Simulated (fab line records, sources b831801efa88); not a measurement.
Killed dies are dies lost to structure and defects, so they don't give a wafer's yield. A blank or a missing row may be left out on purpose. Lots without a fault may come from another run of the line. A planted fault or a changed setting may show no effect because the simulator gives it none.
A struck lot beside a sound one | flow sky130 | 16 steps out of a route of 708
Sound: wafers L254.2, L254.3, L254.5. Struck: wafers L258.1, L258.2, L258.6. The cause comes at the end.
At each step with rows: each side's tool, then ch and its chambers, then its first start. Under that, the readings that differ: sound wafers | struck wafers | difference of the means | sigmas: that difference in standard deviations of wafers without a fault.
alike: readings whose means differ by less than 2 such deviations, and words and numbers that are the same on both sides. not compared: withheld readings, readings that some wafer has no value for, bounds like >300 that may hide the same value, and numbers for which the record gives no deviation and whose values overlap.
The two part at a step that has a row with sigmas, a row that says differs or no value, or rows on one side only. Numbers that don't overlap but have no deviation are shown without sigmas and don't part them. A reading that every wafer of one side lacks parts them only if that side has two wafers or more.

first, 1 step without rows for these wafers: SKY_SONOS_ONO_CVD_04 (deposits SiO2 from SiH4/N2O, target thk 5.7199 nm).
SKY_SONOS_ONO_THK_MEAS_05:
  sound on film_metro-01, day 15 08:40; struck on film_metro-03, day 16 13:17
  alike: SONOS_ONO_CVD_04_THK
then, 7 steps without rows for these wafers: SKY_SONOS_ONO_DEHYDRATE_06 (time 60 s); SKY_SONOS_ONO_HMDS_07 (prime time 60 s); SKY_SONOS_ONO_COAT_08 (resist thk 1140 nm); SKY_SONOS_ONO_SOFTBAKE_09 (time 60 s); SKY_SONOS_ONO_EXPOSE_10 (exposes mask ONOM, target cd 410 nm); SKY_SONOS_ONO_PEB_11; SKY_SONOS_ONO_DEVELOP_12 (develop time 60 s).
SKY_SONOS_ONO_CD_MEAS_13: target cd 410 nm.
  sound on cd_sem-01, day 16 12:21; struck on cd_sem-02, day 17 18:14
  alike: cd_nm
SKY_SONOS_ONO_OVL_MEAS_14:
  sound on overlay-01, day 16 12:28; struck on overlay-02, day 17 18:21
  alike: SONOS_ONO_OVL
SKY_SONOS_ONO_ETCH_15: etches the open film in CHF3/O2, target depth 19.52 nm, time 7.8 s.
  sound on rie_diel-02 ch 0,2,3, day 16 12:29; struck on rie_diel-03 ch 0,1,2, day 17 18:23
  alike: O2_flow_sccm, bias_w, chf3_flow_sccm, drypump_motor_current_A, oes_product_au, throttle_valve_pct
  not compared: rf_hours_counter_h
SKY_SONOS_ONO_WET_ETCH_16: etches SiO2 in dHF, target depth 14 nm, time 280 s.
  sound on wet_bench-02 ch 2, day 16 12:31; struck on wet_bench-03 ch 2, day 17 18:25
  no value came back on the struck wafers for bath_heat_duty_pct (%), run_length_s (s); on the sound wafers bath_heat_duty_pct (%) reads 5.6 7.0 5.5
  reading                                      | sound             | struck            | difference | sigmas
  model.SiO2_of_FIELD_ISO_CVD_24.thk_nm (nm)   | 383.5 382.9 381.5 | 399.9 399.1 398.9 | +16.7      |
  model.SiO2_of_NWELL_OXIDATION_01.thk_nm (nm) | 0 0 0             | 5.136 4.982 5.054 | +5.057     |
SKY_SONOS_ONO_STRIP_17: strips in O2/N2.
  sound on plasma_asher-04 ch 0,1, day 16 12:35; struck on plasma_asher-03 ch 0,1, day 17 18:30
  alike: drypump_motor_current_A, oes_product_au, strip_time_to_endpoint_s
  not compared: rf_hours_counter_h
SKY_SONOS_ONO_WET_ETCH_18: etches Si3N4 in H3PO4, target depth 15 nm, time 172 s.
  sound on wet_bench-03 ch 0, day 16 12:41; struck on wet_bench-02 ch 2, day 17 18:36
  reading                                    | sound             | struck            | difference | sigmas
  model.SiO2_of_FIELD_ISO_CVD_24.thk_nm (nm) | 383.4 382.7 381.4 | 399.7 398.9 398.7 | +16.6      |
  alike: bath_guard_temp_C, bath_heat_duty_pct
-- the record jumps here: 32 days lie between the struck wafers' starts before and after (it left off in module SONOS_ONO and takes up again in module PAD_OPEN, whose first step shown is number 708 of the route) --
SKY_PAD_OPEN_PROBE_99:
  sound on prober-01, day 49 03:44; struck on prober-01, day 50 02:14
  reading             | sound    | struck      | difference | sigmas
  killed_at_front_end | 18 14 20 | 429 427 416 | +407       | +92
  killed_dies         | 92 77 86 | 492 492 492 | +407       | +43
  killed_on_rim       | 18 13 17 | 96 96 96    | +80        | +21
  alike: killed_at_M0_to_M3, killed_at_M4_up, killed_at_contacts, killed_at_other, killed_open, killed_short

WHERE THEY PART
First at SKY_SONOS_ONO_WET_ETCH_16; last, within this record, at SKY_PAD_OPEN_PROBE_99.

WHY: what the simulator had put in
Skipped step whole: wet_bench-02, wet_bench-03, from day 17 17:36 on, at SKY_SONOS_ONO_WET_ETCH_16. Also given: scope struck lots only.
